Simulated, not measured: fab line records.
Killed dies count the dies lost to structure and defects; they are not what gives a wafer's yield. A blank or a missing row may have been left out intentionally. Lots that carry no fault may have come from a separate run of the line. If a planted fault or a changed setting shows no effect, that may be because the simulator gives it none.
fab line records	flow sky130
record lots=5	wafers=15	last_day=49
route steps=708 shown FIELD_ISO@1 NWELL@32 DNWELL@35
lots that met no fault: from a run of the same line without faults
start_h: start of the lot's first displayed wafer, in hours after the record's first day	wait_h: hours since the lot's step before	" as in the row above	L1.1+2: a row that stands for several wafers	- value missing, or start not given	* or withheld: withheld	< > ~ a bound
route shown NAME@n: names a module that has steps shown in the file, with the first one's number in the route	usual: the fault-free wafers' mean and standard deviation	same: alike in all rows	chamber/n: place in a boat	sites: per-site readings	_std_site: how widely they spread, as a standard deviation	_edge_site: inner sites' mean taken away from outer sites' mean	radius_mm: for every site, how far away it sits from the centre of the wafer	mask NAME#n: copy n	behind: the last tool/chamber to shape the wafer	hold: what put the lot on hold/how long, in hours/how the hold closed	device: whichever transistor did not switch (one of n, p or np)	end of line: at the end of the route, the tests of the same wafers	where a step has no rows: the recipe by itself	killed: at the first sort, the dies lost to defects and structure; wafer yield is something else	map: per-die view of a wafer (x killed, . not killed, _ where there is no die)
set.NAME: the setting that was run; set.NAME@STEP: the one run at that earlier step	model.NAME: the simulator's own value behind a step, which no gauge read
lots at some steps of the route; a table a step, a row a wafer
services: the hour from which a tool's chamber was out of use, counted from the record's first day as start_h (under 0 if before that day), plus the number of hours and why
## steps
# step SKY_FIELD_ISO_BOW_MEAS_00
# recipe mode=bow
# usual INCOMING_BOW=1/6
lot.wafer	tool	chamber	start_h	wait_h	INCOMING_BOW[um]
L080.1	film_metro-03	-	40.00	-	-1
L080.3	"	-	"	"	1
L080.5	"	-	"	"	-3
L082.2	film_metro-01	-	50.02	-	-6
L082.4	"	-	"	"	-2
L082.6	"	-	"	"	-3
L084.1	film_metro-01	-	60.00	-	1
L084.3	"	-	"	"	1
L084.4	"	-	"	"	0
L092.2	film_metro-03	-	100.02	-	-10
L092.4	"	-	"	"	1
L092.6	"	-	"	"	4
L094.3	film_metro-03	-	110.04	-	0
L094.4	"	-	"	"	0
L094.6	"	-	"	"	1
# step SKY_FIELD_ISO_OXIDATION_01
# recipe temp_c=900	ambient=O2	stabilise_s=600	purge_s=300	target_thk_a=120	ox_time_s=1843
# usual tube_center_temp_C=900/0.077	zone_power_centre_pct=19.0/0.43
# same ox_time_s=1843
lot.wafer	tool	chamber	start_h	wait_h	tube_center_temp_C	zone_power_centre_pct
L080.1	furnace-01	0	40.79	0.8	900.13	18.7
L080.3	"	0	"	"	900.02	18.4
L080.5	"	0	"	"	899.95	18.8
L082.2	furnace-02	0	51.96	1.9	899.92	19.5
L082.4	"	0	"	"	899.97	19.4
L082.6	"	0	"	"	899.99	19.6
L084.1	furnace-01	0	61.21	1.2	900	18.6
L084.3	"	0	"	"	900.02	18.3
L084.4	"	0	"	"	899.99	18.7
L092.2	furnace-01	0	104.59	4.6	899.94	18.7
L092.4	"	0	"	"	899.95	18.8
L092.6	"	0	"	"	900	18.9
L094.3	furnace-01	0	111.42	1.4	900.05	18.6
L094.4	"	0	"	"	899.97	18.3
L094.6	"	0	"	"	899.93	18.6
# step SKY_FIELD_ISO_THK_MEAS_02
# recipe reads=SiO2_of_FIELD_ISO_OXIDATION_01
# usual FIELD_ISO_OXIDATION_00_THK=12.16/0.26
lot.wafer	tool	chamber	start_h	wait_h	FIELD_ISO_OXIDATION_00_THK[nm]
L080.1	film_metro-02	-	42.30	0.0	12.46
L080.3	"	-	"	"	12.50
L080.5	"	-	"	"	12.37
L082.2	film_metro-01	-	53.48	0.0	11.75
L082.4	"	-	"	"	11.73
L082.6	"	-	"	"	11.90
L084.1	film_metro-01	-	62.72	0.0	12.26
L084.3	"	-	"	"	12.41
L084.4	"	-	"	"	12.29
L092.2	film_metro-01	-	106.12	0.0	12.11
L092.4	"	-	"	"	12.22
L092.6	"	-	"	"	11.98
L094.3	film_metro-03	-	112.95	0.0	12.61
L094.4	"	-	"	"	12.50
L094.6	"	-	"	"	12.36
# step SKY_FIELD_ISO_CVD_03
# recipe material=Si3N4	precursor=DCS/NH3	target_thk_nm=165	temp_c=770	time_s=2830	pressure_mtorr=250
# usual zone_power_centre_pct=12.82/0.18
# same time_s=2830
lot.wafer	tool	chamber	start_h	wait_h	zone_power_centre_pct
L080.1	lpcvd-02	0	43.10	0.8	12.93
L080.3	"	0	"	"	12.89
L080.5	"	0	"	"	12.94
L082.2	lpcvd-02	1	53.53	0.0	12.77
L082.4	"	1	"	"	12.73
L082.6	"	1	"	"	12.79
L084.1	lpcvd-02	0	63.14	0.4	12.97
L084.3	"	0	"	"	12.82
L084.4	"	0	"	"	12.70
L092.2	lpcvd-02	0	106.17	0.0	13.15
L092.4	"	0	"	"	13.03
L092.6	"	0	"	"	12.83
L094.3	lpcvd-02	0	113.45	0.5	12.70
L094.4	"	0	"	"	12.99
L094.6	"	0	"	"	12.80
# step SKY_FIELD_ISO_THK_MEAS_04
# recipe reads=Si3N4_of_FIELD_ISO_CVD_03
# usual FIELD_ISO_CVD_03_THK=165.4/1.4
lot.wafer	tool	chamber	start_h	wait_h	FIELD_ISO_CVD_03_THK[nm]
L080.1	film_metro-01	-	44.89	0.0	163.9
L080.3	"	-	"	"	164.4
L080.5	"	-	"	"	163.9
L082.2	film_metro-03	-	55.33	0.0	163.5
L082.4	"	-	"	"	164.4
L082.6	"	-	"	"	163.7
L084.1	film_metro-01	-	64.92	0.0	164.7
L084.3	"	-	"	"	165.4
L084.4	"	-	"	"	163.9
L092.2	film_metro-02	-	107.96	0.0	164.5
L092.4	"	-	"	"	166.7
L092.6	"	-	"	"	164.6
L094.3	film_metro-02	-	116.16	0.0	164.9
L094.4	"	-	"	"	162.5
L094.6	"	-	"	"	164.2
# step SKY_FIELD_ISO_DEHYDRATE_05
# recipe temp_c=200	time_s=60
# same time_s=60
lot.wafer	tool	chamber	start_h	wait_h
L080.1+3+5	litho_track-02	0	51.98	7.1
L082.2+4+6	litho_track-04	0	62.97	7.6
L084.1+3+4	litho_track-02	0	72.43	7.5
L092.2+4+6	litho_track-03	0	116.32	8.3
L094.3+4+6	litho_track-03	0	124.29	8.1
# step SKY_FIELD_ISO_HMDS_06
# recipe prime_time_s=60	prime_temp_c=120
# usual prime_temp_c=120.02/0.14
lot.wafer	tool	chamber	start_h	wait_h	prime_temp_c
L080.1	litho_track-02	0	52.13	0.1	119.92
L080.3	"	0	"	"	120.17
L080.5	"	0	"	"	120.17
L082.2	litho_track-04	0	63.12	0.1	120.18
L082.4	"	0	"	"	119.98
L082.6	"	0	"	"	120.12
L084.1	litho_track-02	0	72.58	0.1	119.93
L084.3	"	0	"	"	119.99
L084.4	"	0	"	"	119.97
L092.2	litho_track-03	0	116.47	0.1	120.48
L092.4	"	0	"	"	120.35
L092.6	"	0	"	"	120.08
L094.3	litho_track-03	0	124.44	0.1	119.95
L094.4	"	0	"	"	119.87
L094.6	"	0	"	"	120.21
# step SKY_FIELD_ISO_COAT_07
# recipe resist=BARC	temp_c=withheld	time_s=withheld	spin_rpm=3000	resist_thk_nm=60
lot.wafer	tool	chamber	start_h	wait_h
L080.1+3+5	litho_track-02	0	52.28	0.1
L082.2+4+6	litho_track-04	0	63.27	0.1
L084.1+3+4	litho_track-02	0	72.73	0.1
L092.2+4+6	litho_track-03	0	116.62	0.1
L094.3+4+6	litho_track-03	0	124.59	0.1
# step SKY_FIELD_ISO_COAT_08
# recipe resist=KrF-thick	spin_rpm=3000	resist_thk_nm=450
lot.wafer	tool	chamber	start_h	wait_h
L080.1+3+5	litho_track-02	0	-	-
L082.2+4+6	litho_track-04	0	-	-
L084.1+3+4	litho_track-02	0	-	-
L092.2+4+6	litho_track-03	0	-	-
L094.3+4+6	litho_track-03	0	-	-
# step SKY_FIELD_ISO_SOFTBAKE_09
# recipe temp_c=100	time_s=90	resist=KrF-thick
# same time_s=90
lot.wafer	tool	chamber	start_h	wait_h
L080.1+3+5	litho_track-02	0	-	-
L082.2+4+6	litho_track-04	0	-	-
L084.1+3+4	litho_track-02	0	-	-
L092.2+4+6	litho_track-03	0	-	-
L094.3+4+6	litho_track-03	0	-	-
# step SKY_FIELD_ISO_EXPOSE_10
# recipe mask_id=FOM	na=0.68	source_shape=annular	sigma_inner=0.4	sigma_outer=0.8	target_cd_nm=150	dose_mj=28
lot.wafer	tool	chamber	start_h	wait_h	mask
L080.1+3+5	krf_scanner-01	0	-	-	FOM#0
L082.2+4+6	krf_scanner-01	0	-	-	FOM#0
L084.1+3+4	krf_scanner-01	0	-	-	FOM#0
L092.2+4+6	krf_scanner-02	0	-	-	FOM#0
L094.3+4+6	krf_scanner-01	0	-	-	FOM#0
# step SKY_FIELD_ISO_PEB_11
# recipe peb_temp_c=withheld	peb_time_s=withheld	resist=KrF-thick
lot.wafer	tool	chamber	start_h	wait_h
L080.1+3+5	litho_track-03	0	-	-
L082.2+4+6	litho_track-04	0	-	-
L084.1+3+4	litho_track-03	0	-	-
L092.2+4+6	litho_track-04	0	-	-
L094.3+4+6	litho_track-02	0	-	-
# step SKY_FIELD_ISO_DEVELOP_12
# recipe develop_time_s=60	resist=KrF-thick	dev_temp_c=21
lot.wafer	tool	chamber	start_h	wait_h
L080.1+3+5	litho_track-03	0	-	-
L082.2+4+6	litho_track-04	0	-	-
L084.1+3+4	litho_track-03	0	-	-
L092.2+4+6	litho_track-04	0	-	-
L094.3+4+6	litho_track-02	0	-	-
# step SKY_FIELD_ISO_CD_MEAS_13
# recipe target_cd_nm=150
# usual cd_nm=149.7/1.4
lot.wafer	tool	chamber	start_h	wait_h	cd_nm
L080.1	cd_sem-01	-	60.64	-	151.9
L080.3	"	-	"	"	150.2
L080.5	"	-	"	"	151.5
L082.2	cd_sem-02	-	71.53	-	147.6
L082.4	"	-	"	"	147.4
L082.6	"	-	"	"	148.8
L084.1	cd_sem-02	-	81.69	-	150.5
L084.3	"	-	"	"	151.0
L084.4	"	-	"	"	150.0
L092.2	cd_sem-02	-	125.71	-	148.1
L092.4	"	-	"	"	147.9
L092.6	"	-	"	"	148.0
L094.3	cd_sem-02	-	133.82	-	148.8
L094.4	"	-	"	"	149.3
L094.6	"	-	"	"	149.7
# step SKY_FIELD_ISO_ETCH_14
# recipe chemistry=N2/H2	target=BARC	ion_energy_ev=200	source_w=500	bias_w=100	pressure_mtorr=30	n2_flow_sccm=100	h2_flow_sccm=200	stop_on=SiO2	time_s=45.9	target_depth_a=600
# usual drypump_motor_current_A=5.7/0.42	oes_product_au=0.854/0.0047	throttle_valve_pct=13.224/0.0099
# same time_s=45.9
lot.wafer	tool	chamber	start_h	wait_h	drypump_motor_current_A	oes_product_au	rf_hours_counter_h	throttle_valve_pct
L080.1	rie_diel-01	2	60.76	0.1	5.8	0.848	162	13.237
L080.3	"	1	"	"	6.5	0.867	159	13.219
L080.5	"	2	"	"	5.8	0.860	-	13.228
L082.2	rie_diel-04	1	71.63	0.1	5.4	0.851	102	13.219
L082.4	"	3	"	"	5.4	0.856	53	13.217
L082.6	"	2	"	"	5.4	0.854	-	13.222
L084.1	rie_diel-04	3	81.81	0.1	5.3	0.858	53	13.217
L084.3	"	1	"	"	5.4	0.861	102	13.219
L084.4	"	0	"	"	5.4	0.857	1	13.211
L092.2	rie_diel-04	0	125.81	0.1	5.5	0.854	2	13.246
L092.4	"	1	"	"	5.4	0.858	103	13.228
L092.6	"	0	"	"	5.4	0.855	-	13.220
L094.3	rie_diel-03	2	133.90	0.1	5.6	0.853	7	13.222
L094.4	"	1	"	"	5.4	0.852	7	13.213
L094.6	"	3	"	"	5.9	0.856	-	13.219
# step SKY_FIELD_ISO_ETCH_15
# recipe chemistry=CHF3/O2	target_depth_nm=180	stop_on=Si	source_w=600	bias_w=200	pressure_mtorr=40	chf3_flow_sccm=50	O2_flow_sccm=5	time_s=70.96
# usual drypump_motor_current_A=5.6/0.42	oes_product_au=0.956/0.0063	throttle_valve_pct=8.847/0.0098
# same time_s=70.96
lot.wafer	tool	chamber	start_h	wait_h	drypump_motor_current_A	oes_product_au	rf_hours_counter_h	throttle_valve_pct
L080.1	rie_diel-01	2	60.80	0.0	5.8	0.945	162	8.834
L080.3	"	1	"	"	6.6	0.953	159	8.842
L080.5	"	2	"	"	5.7	0.958	-	8.854
L082.2	rie_diel-04	1	71.67	0.0	5.4	0.941	102	8.840
L082.4	"	3	"	"	5.3	0.958	53	8.852
L082.6	"	2	"	"	5.5	0.943	-	8.835
L084.1	rie_diel-04	3	81.85	0.0	5.3	0.958	53	8.848
L084.3	"	1	"	"	5.4	0.960	102	8.834
L084.4	"	0	"	"	5.4	0.953	1	8.845
L092.2	rie_diel-04	0	125.85	0.0	5.5	0.956	2	8.838
L092.4	"	1	"	"	5.4	0.964	103	8.841
L092.6	"	0	"	"	5.4	0.957	-	8.832
L094.3	rie_diel-03	2	133.94	0.0	5.6	0.954	7	8.857
L094.4	"	1	"	"	5.4	0.949	7	8.831
L094.6	"	3	"	"	5.9	0.953	-	8.851
# step SKY_FIELD_ISO_STRIP_16
# recipe chemistry=O2/N2	power_w=1400	pressure_mtorr=1500	platen_temp_c=withheld	o2_flow_sccm=3000	n2_flow_sccm=300	overash_fraction=0.5
# usual drypump_motor_current_A=5.6/0.4	oes_product_au=0.378/0.005	strip_time_to_endpoint_s=3.57/0.031
lot.wafer	tool	chamber	start_h	wait_h	drypump_motor_current_A	oes_product_au	rf_hours_counter_h	strip_time_to_endpoint_s
L080.1	plasma_asher-02	1	60.86	0.0	5.9	0.384	37	3.61
L080.3	"	0	"	"	5.3	0.374	-	3.58
L080.5	"	1	"	"	5.9	0.386	-	3.63
L082.2	plasma_asher-02	0	71.73	0.0	5.3	0.381	38	3.61
L082.4	"	0	"	"	5.3	0.379	-	3.61
L082.6	"	1	"	"	5.9	0.376	-	3.57
L084.1	plasma_asher-04	0	81.91	0.0	5.9	0.384	38	3.55
L084.3	"	1	"	"	5.0	0.372	-	3.54
L084.4	"	0	"	"	5.9	0.377	-	3.51
L092.2	plasma_asher-04	1	125.91	0.0	5.0	0.377	43	3.56
L092.4	"	1	"	"	5.0	0.375	-	3.59
L092.6	"	1	"	"	5.0	0.379	-	3.53
L094.3	plasma_asher-02	0	134.03	0.1	5.2	0.377	-	3.58
L094.4	"	1	"	"	5.9	0.373	-	3.57
L094.6	"	0	"	"	5.3	0.377	-	3.52
# step SKY_FIELD_ISO_ETCH_17
# recipe target_depth_a=3420	mask_material=Si3N4	chemistry=HBr/Cl2/O2	target=Si	taper_deg=5	icp_w=600	bias_w=150	pressure_mtorr=15	HBr_flow_sccm=150	Cl2_flow_sccm=40	O2_flow_sccm=6	time_s=97.7
# usual HBr_flow_sccm=150.0/0.4	drypump_motor_current_A=5.4/0.41	mfc_cl2_sccm=39.97/0.13	oes_product_au=1.003/0.0088	throttle_valve_pct=25.654/0.01
# same time_s=97.7
lot.wafer	tool	chamber	start_h	wait_h	HBr_flow_sccm	drypump_motor_current_A	mfc_cl2_sccm	oes_product_au	rf_hours_counter_h	throttle_valve_pct
L080.1	rie_si-01	0	60.96	0.1	150.3	4.8	40.16	0.996	2	25.664
L080.3	"	3	"	"	149.7	6.1	39.99	0.997	73	25.662
L080.5	"	0	"	"	150.9	4.8	39.98	0.977	-	25.656
L082.2	rie_si-02	3	71.83	0.1	150.3	5.0	39.99	1.008	84	25.653
L082.4	"	0	"	"	150.6	5.7	39.90	1.005	51	25.653
L082.6	"	0	"	"	149.7	5.7	40.10	1.017	-	25.631
L084.1	rie_si-02	0	82.01	0.1	150.3	5.7	39.73	1.005	51	25.659
L084.3	"	1	"	"	149.8	5.0	39.90	0.997	3	25.639
L084.4	"	2	"	"	149.6	5.7	39.86	1.007	22	25.646
L092.2	rie_si-01	0	126.01	0.1	150.6	4.8	40.10	1.001	3	25.663
L092.4	"	2	"	"	149.6	5.1	39.88	0.990	-	25.651
L092.6	"	0	"	"	150.5	4.8	40.02	1.005	-	25.671
L094.3	rie_si-02	1	134.10	0.0	150.2	5.0	39.81	1.002	4	25.645
L094.4	"	3	"	"	149.9	5.0	39.97	1.009	85	25.645
L094.6	"	1	"	"	150.2	5.0	39.77	1.002	-	25.650
# step SKY_FIELD_ISO_WET_ETCH_18
# recipe chemistry=H3PO4	target_depth_nm=25	temp_c=160	target=Si3N4	time_s=286
# same time_s=286
lot.wafer	tool	chamber	start_h	wait_h
L080.1+3+5	wet_bench-03	3	61.03	0.0
L082.2+4+6	wet_bench-03	2	71.90	0.0
L084.1+3+4	wet_bench-01	0	82.08	0.0
L092.2+4+6	wet_bench-04	0	126.08	0.0
L094.3+4+6	wet_bench-04	2	134.17	0.0
# step SKY_FIELD_ISO_CLEAN_19
# recipe chemistry=SC1/SC2	mix=1:4:20	temp_c=70	time_s=150
# same time_s=150
lot.wafer	tool	chamber	start_h	wait_h
L080.1+3+5	wet_bench-03	2	61.12	0.0
L082.2+4+6	wet_bench-01	2	71.99	0.0
L084.1+3+4	wet_bench-04	0	82.17	0.0
L092.2+4+6	wet_bench-04	1	126.26	0.0
L094.3+4+6	wet_bench-01	0	134.35	0.0
# step SKY_FIELD_ISO_CLEAN_20
# recipe chemistry=dHF	time_s=20	dilution=100:1
# same time_s=20
lot.wafer	tool	chamber	start_h	wait_h
L080.1+3+5	wet_bench-03	1	61.17	0.0
L082.2+4+6	wet_bench-03	3	72.04	0.0
L084.1+3+4	wet_bench-03	0	82.23	0.0
L092.2+4+6	wet_bench-04	3	126.36	0.0
L094.3+4+6	wet_bench-03	3	134.40	0.0
# step SKY_FIELD_ISO_WET_ETCH_21
# recipe chemistry=dHF	dilution=100:1	target_depth_nm=20	dry=ipa_marangoni	target=SiO2	temp_c=25	time_s=400
# same time_s=400
lot.wafer	tool	chamber	start_h	wait_h
L080.1+3+5	wet_bench-03	3	61.18	0.0
L082.2+4+6	wet_bench-01	1	72.05	0.0
L084.1+3+4	wet_bench-01	3	82.24	0.0
L092.2+4+6	wet_bench-04	1	126.38	0.0
L094.3+4+6	wet_bench-04	3	134.41	0.0
# step SKY_FIELD_ISO_OXIDATION_22
# recipe temp_c=950	ambient=O2	stabilise_s=600	purge_s=300	target_thk_a=100	ox_time_s=623
# usual tube_center_temp_C=950.00/0.096	zone_power_centre_pct=21.3/0.38
# same ox_time_s=623
lot.wafer	tool	chamber	start_h	wait_h	tube_center_temp_C	zone_power_centre_pct
L080.1	furnace-01	0	62.72	1.4	949.92	21.2
L080.3	"	0	"	"	949.92	20.9
L080.5	"	0	"	"	950.15	21.2
L082.2	furnace-01	0	73.03	0.9	949.99	21.1
L082.4	"	0	"	"	950.05	20.9
L082.6	"	0	"	"	950.06	21.1
L084.1	furnace-01	0	85.39	3.0	949.91	21.1
L084.3	"	0	"	"	950.20	21.3
L084.4	"	0	"	"	949.98	21.1
L092.2	furnace-01	0	128.19	1.6	950.16	20.9
L092.4	"	0	"	"	949.86	20.9
L092.6	"	0	"	"	950.03	20.9
L094.3	furnace-01	0	135.11	0.5	950.04	21.5
L094.4	"	0	"	"	950.19	21.5
L094.6	"	0	"	"	949.96	21.4
# step SKY_FIELD_ISO_THK_MEAS_23
# recipe reads=SiO2_of_FIELD_ISO_OXIDATION_22
# usual FIELD_ISO_OXIDATION_01_THK=10.21/0.19
lot.wafer	tool	chamber	start_h	wait_h	FIELD_ISO_OXIDATION_01_THK[nm]
L080.1	film_metro-02	-	63.89	0.0	10.18
L080.3	"	-	"	"	10.02
L080.5	"	-	"	"	10.09
L082.2	film_metro-01	-	74.21	0.0	10.08
L082.4	"	-	"	"	10.06
L082.6	"	-	"	"	10.28
L084.1	film_metro-01	-	86.56	0.0	10.01
L084.3	"	-	"	"	10.30
L084.4	"	-	"	"	10.20
L092.2	film_metro-01	-	129.38	0.0	10.31
L092.4	"	-	"	"	10.20
L092.6	"	-	"	"	10.31
L094.3	film_metro-02	-	136.30	0.0	10.43
L094.4	"	-	"	"	10.30
L094.6	"	-	"	"	10.44
# step SKY_FIELD_ISO_CVD_24
# recipe material=SiO2	target_thk_nm=595	temp_c=650	sigma_open_frac=0.3	time_s=99.2	sih4_flow_sccm=60	pressure_mtorr=6
# same time_s=99.2
lot.wafer	tool	chamber	start_h	wait_h
L080.1+3+5	hdpcvd-01	2,0,2	63.95	0.1
L082.2+4+6	hdpcvd-01	0,2,1	74.26	0.0
L084.1+3+4	hdpcvd-01	2,1,2	86.62	0.1
L092.2+4+6	hdpcvd-02	2,1,2	129.43	0.0
L094.3+4+6	hdpcvd-01	2,2,1	136.34	0.0
# step SKY_FIELD_ISO_THK_MEAS_25
# recipe reads=SiO2_of_FIELD_ISO_CVD_24
# usual FIELD_ISO_CVD_24_THK=600/5.9
lot.wafer	tool	chamber	start_h	wait_h	FIELD_ISO_CVD_24_THK[nm]
L080.1	film_metro-01	-	64.03	0.0	607
L080.3	"	-	"	"	600
L080.5	"	-	"	"	598
L082.2	film_metro-02	-	74.34	0.0	601
L082.4	"	-	"	"	599
L082.6	"	-	"	"	603
L084.1	film_metro-02	-	86.69	0.0	608
L084.3	"	-	"	"	604
L084.4	"	-	"	"	607
L092.2	film_metro-02	-	129.51	0.0	606
L092.4	"	-	"	"	609
L092.6	"	-	"	"	610
L094.3	film_metro-02	-	136.43	0.1	603
L094.4	"	-	"	"	593
L094.6	"	-	"	"	589
# step SKY_FIELD_ISO_ANNEAL_26
# recipe temp_c=1000	time_s=1800	ambient=N2
# usual tube_center_temp_C=1000/0.084	zone_power_centre_pct=23.9/0.52
# same time_s=1800
lot.wafer	tool	chamber	start_h	wait_h	tube_center_temp_C	zone_power_centre_pct
L080.1	furnace-02	0	64.39	0.4	1000.1	25.0
L080.3	"	0	"	"	999.91	24.2
L080.5	"	0	"	"	999.98	24.5
L082.2	furnace-01	0	74.39	0.0	999.97	23.8
L082.4	"	0	"	"	999.97	23.6
L082.6	"	0	"	"	1000.2	23.6
L084.1	furnace-01	0	89.15	2.4	1000.1	23.9
L084.3	"	0	"	"	999.94	23.6
L084.4	"	0	"	"	1000.1	23.6
L092.2	furnace-01	0	130.87	1.3	999.97	23.7
L092.4	"	0	"	"	1000.1	23.5
L092.6	"	0	"	"	1000.1	23.8
L094.3	furnace-01	0	136.47	0.0	999.92	23.5
L094.4	"	0	"	"	999.95	23.5
L094.6	"	0	"	"	999.88	23.6
# step SKY_FIELD_ISO_CMP_27
# recipe stop_on=Si3N4	t_overpolish_s=16	down_force_psi=4	platen_rpm=60	target_thk_nm=457.8	pad_velocity_m_s=0.94248
# usual motor_current_A=12.2/1.1	overpolish_run_s=16.001/0.0095	time_to_endpoint_s=112/3.5
lot.wafer	tool	chamber	start_h	wait_h	motor_current_A	overpolish_run_s	time_to_endpoint_s
L080.1	cmp-02	3	65.94	0.1	10.6	15.985	113
L080.3	"	1	"	"	11.3	16.017	111
L080.5	"	2	"	"	12.9	15.995	107
L082.2	cmp-02	0	75.89	0.0	13.2	16.000	112
L082.4	"	2	"	"	13.1	16.010	113
L082.6	"	1	"	"	10.9	15.992	110
L084.3	cmp-02	2	90.65	0.0	13.1	16.010	119
L084.4	"	3	"	"	10.8	16.017	121
L084.1	"	1	"	"	10.8	16.001	115
L092.4	cmp-02	2	132.42	0.1	12.8	16.019	113
L092.2	"	0	"	"	13.2	16.004	115
L092.6	"	1	"	"	10.8	16.002	113
L094.4	cmp-02	2	138.32	0.3	13.0	15.995	109
L094.3	"	0	"	"	13.3	16.013	110
L094.6	"	1	"	"	10.9	15.993	108
# step SKY_FIELD_ISO_WET_ETCH_28
# recipe chemistry=dHF	target_depth_nm=23.7	target=SiO2	dilution=10:1	temp_c=25	time_s=47
# same time_s=47
lot.wafer	tool	chamber	start_h	wait_h
L080.1+3+5	wet_bench-03	2	66.19	0.2
L082.2+4+6	wet_bench-01	1	76.19	0.2
L084.1+3+4	wet_bench-03	3	90.95	0.1
L092.2+4+6	wet_bench-01	0	132.67	0.1
L094.3+4+6	wet_bench-03	0	138.57	0.1
# step SKY_FIELD_ISO_WET_ETCH_29
# recipe chemistry=H3PO4	target_depth_nm=160	target=Si3N4	temp_c=160	time_s=1825
# same time_s=1825
lot.wafer	tool	chamber	start_h	wait_h
L080.1+3+5	wet_bench-01	1	66.21	0.0
L082.2+4+6	wet_bench-04	0	76.21	0.0
L084.1+3+4	wet_bench-01	1	90.97	0.0
L092.2+4+6	wet_bench-04	3	132.69	0.0
L094.3+4+6	wet_bench-04	1	138.60	0.0
# step SKY_FIELD_ISO_WET_ETCH_30
# recipe chemistry=dHF	target_depth_nm=25	target=SiO2	dilution=10:1	temp_c=25	time_s=50
# same time_s=50
lot.wafer	tool	chamber	start_h	wait_h
L080.1+3+5	wet_bench-04	0	66.73	0.0
L082.2+4+6	wet_bench-01	0	76.77	0.0
L084.1+3+4	wet_bench-04	2	91.53	0.0
L092.2+4+6	wet_bench-03	2	133.72	0.0
L094.3+4+6	wet_bench-03	1	139.63	0.0
# step SKY_NWELL_CLEAN_00
# recipe chemistry=SC1/SC2	mix=1:4:20	temp_c=70	time_s=150	dry=n2_spin
# same time_s=150
lot.wafer	tool	chamber	start_h	wait_h
L080.1+3+5	wet_bench-03	0	66.75	0.0
L082.2+4+6	wet_bench-03	1	76.80	0.0
L084.1+3+4	wet_bench-03	0	91.56	0.0
L092.2+4+6	wet_bench-01	2	133.74	0.0
L094.3+4+6	wet_bench-01	3	139.65	0.0
# step SKY_NWELL_OXIDATION_01
# recipe temp_c=900	ambient=O2	stabilise_s=600	purge_s=300	target_thk_a=100	ox_time_s=1418
# usual tube_center_temp_C=899.99/0.087	zone_power_centre_pct=19.1/0.45
# same ox_time_s=1418
lot.wafer	tool	chamber	start_h	wait_h	tube_center_temp_C	zone_power_centre_pct
L080.1	furnace-02	0	67.42	0.6	900	19.3
L080.3	"	0	"	"	900.11	19.7
L080.5	"	0	"	"	900.05	19.5
L082.2	furnace-01	0	80.06	3.2	899.98	19.0
L082.4	"	0	"	"	899.93	19.0
L082.6	"	0	"	"	899.95	18.3
L084.1	furnace-01	0	94.89	3.3	899.95	18.4
L084.3	"	0	"	"	900	18.8
L084.4	"	0	"	"	899.98	18.5
L092.2	furnace-02	0	134.23	0.4	899.95	19.4
L092.4	"	0	"	"	900.01	19.6
L092.6	"	0	"	"	900.09	19.7
L094.3	furnace-01	0	140.73	1.0	900.13	18.9
L094.4	"	0	"	"	899.89	18.5
L094.6	"	0	"	"	899.93	18.7
# step SKY_NWELL_THK_MEAS_02
# recipe reads=SiO2_of_NWELL_OXIDATION_01
# usual NWELL_OXIDATION_THK=10.10/0.21
lot.wafer	tool	chamber	start_h	wait_h	NWELL_OXIDATION_THK[nm]
L080.1	film_metro-04	-	68.82	0.0	10.17
L080.3	"	-	"	"	9.99
L080.5	"	-	"	"	10.03
L082.2	film_metro-04	-	81.47	0.0	10.22
L082.4	"	-	"	"	10.32
L082.6	"	-	"	"	10.35
L084.1	film_metro-03	-	96.28	0.0	10.28
L084.3	"	-	"	"	10.15
L084.4	"	-	"	"	10.32
L092.2	film_metro-04	-	135.63	0.0	9.87
L092.4	"	-	"	"	9.78
L092.6	"	-	"	"	9.70
L094.3	film_metro-04	-	142.14	0.0	10.42
L094.4	"	-	"	"	10.10
L094.6	"	-	"	"	10.40
# step SKY_DNWELL_DEHYDRATE_00
# recipe temp_c=200	time_s=60
# same time_s=60
lot.wafer	tool	chamber	start_h	wait_h
L080.1+3+5	litho_track-04	0	76.39	7.6
L082.2+4+6	litho_track-02	0	89.41	7.9
L084.1+3+4	litho_track-02	0	104.08	7.8
L092.2+4+6	litho_track-04	0	144.77	9.1
L094.3+4+6	litho_track-04	0	151.49	9.3
# step SKY_DNWELL_HMDS_01
# recipe prime_time_s=60	prime_temp_c=120
# usual prime_temp_c=120.00/0.14
lot.wafer	tool	chamber	start_h	wait_h	prime_temp_c
L080.1	litho_track-04	0	76.54	0.1	119.99
L080.3	"	0	"	"	120.13
L080.5	"	0	"	"	119.77
L082.2	litho_track-02	0	89.56	0.1	119.94
L082.4	"	0	"	"	119.93
L082.6	"	0	"	"	120.00
L084.1	litho_track-02	0	104.23	0.1	119.59
L084.3	"	0	"	"	120.00
L084.4	"	0	"	"	120.06
L092.2	litho_track-04	0	144.92	0.1	120.10
L092.4	"	0	"	"	120.05
L092.6	"	0	"	"	119.98
L094.3	litho_track-04	0	151.64	0.1	120.01
L094.4	"	0	"	"	120.08
L094.6	"	0	"	"	120.13
## services
tool	chamber	start_h	hours	kind
hdpcvd-02	-	20.35	28.1	pm
rie_si-01	0	25.96	3.2	repair
krf_scanner-02	-	32.98	1.3	pm
krf_scanner-02	-	34.56	5.1	repair
krf_scanner-01	-	39.71	1.0	pm
rie_diel-04	1	50.42	8.5	repair
hdpcvd-02	-	66.75	15.0	pm
furnace-02	-	75.46	10.9	pm
rie_diel-01	3	83.64	16.8	repair
rie_diel-01	1	84.02	4.0	repair
furnace-02	-	95.36	29.1	repair
plasma_asher-04	-	100.58	1.7	repair
rie_diel-03	0	101.33	1.9	repair
rie_diel-04	-	102.44	15.6	pm
krf_scanner-01	-	108.63	0.1	repair
plasma_asher-02	-	108.75	9.0	pm
plasma_asher-02	-	117.75	14.6	pm
krf_scanner-02	-	120.20	1.8	repair
wet_bench-01	-	123.71	1.4	repair
krf_scanner-02	-	131.93	4.4	pm
krf_scanner-01	-	135.08	0.2	repair
krf_scanner-01	-	136.30	0.8	pm
krf_scanner-02	-	137.05	1.0	pm
rie_diel-01	3	139.02	5.2	repair
## key
fault none
